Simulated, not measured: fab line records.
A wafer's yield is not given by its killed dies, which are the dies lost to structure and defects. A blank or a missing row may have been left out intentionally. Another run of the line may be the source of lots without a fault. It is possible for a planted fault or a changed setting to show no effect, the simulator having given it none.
Matching of chambers    flow gf180mcu    GF_V4_CMP_26 on cmp-01 has 4 sister chambers
The step polishes, stops on SiO2, t overpolish 15 s, target thk 0 nm. 14 wafers are shown with their chamber, then 6 later ones without.

WAFERS WITH THEIR CHAMBER
wafer   chamber  motor-current-A (A)  time-to-endpoint-s (s)  overpolish-run-s (s)
L754.3  0        11.7                 80                      15.000
L754.5  1        8.9                  87                      15.011
L754.6  2        11.2                 81                      15.012
L756.1  1        9.7                  88                      15.011
L756.3  3        12.1                 81                      15.016
L756.4  2        11.5                 84                      14.974
L755.2  2        11.7                 84                      14.988
L755.5  3        11.8                 82                      15.008
L757.4  0        11.9                 81                      15.005
L757.5  0        12.3                 79                      15.003
L759.2  2        11.2                 81                      15.019
L770.1  3        12.5                 82                      14.991
L770.2  0        12.0                 85                      14.972
L770.3  2        11.3                 88                      15.006

SIGNATURES, as means of the wafers listed above
reading             chamber 0  chamber 1  chamber 2  chamber 3  scatter within a chamber
motor-current-A     11.975     9.300      11.380     12.133     0.307
time-to-endpoint-s  81.25      87.50      83.60      81.67      2.35
overpolish-run-s    14.99500   15.01100   14.99980   15.00500   0.0155
Rule: distance of a wafer from a chamber = root of the sum over the readings of ((wafer's reading minus chamber's mean) / reading's scatter) squared. The wafer belongs to the nearest chamber; if the next one is less than 2 further off, it can't be placed. The scatter is the square root of a quotient: the sum, over the shown wafers, of each reading's squared deviation from its chamber's mean, divided by wafers minus chambers.

WAFERS WITHOUT THEIR CHAMBER
wafer   motor-current-A (A)  time-to-endpoint-s (s)  overpolish-run-s (s)
L771.2  9.0                  92                      14.964
L771.3  11.8                 82                      15.002
L771.6  9.0                  89                      15.005
L775.2  8.3                  89                      15.012
L775.3  11.5                 80                      15.014
L775.6  11.3                 81                      14.998

THE CHAMBER EACH PASSED THROUGH
wafer   from the rows above           in truth
L771.2  1                             1
L771.3  can't be placed: 0 or 3 or 2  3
L771.6  1                             1
L775.2  1                             1
L775.3  can't be placed: 2 or 0 or 3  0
L775.6  can't be placed: 2 or 0 or 3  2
Correct placement for 3 of the 6. From these rows, 3 cannot be placed; in 3 the true chamber is one of the candidates. Number placed wrongly: 0.
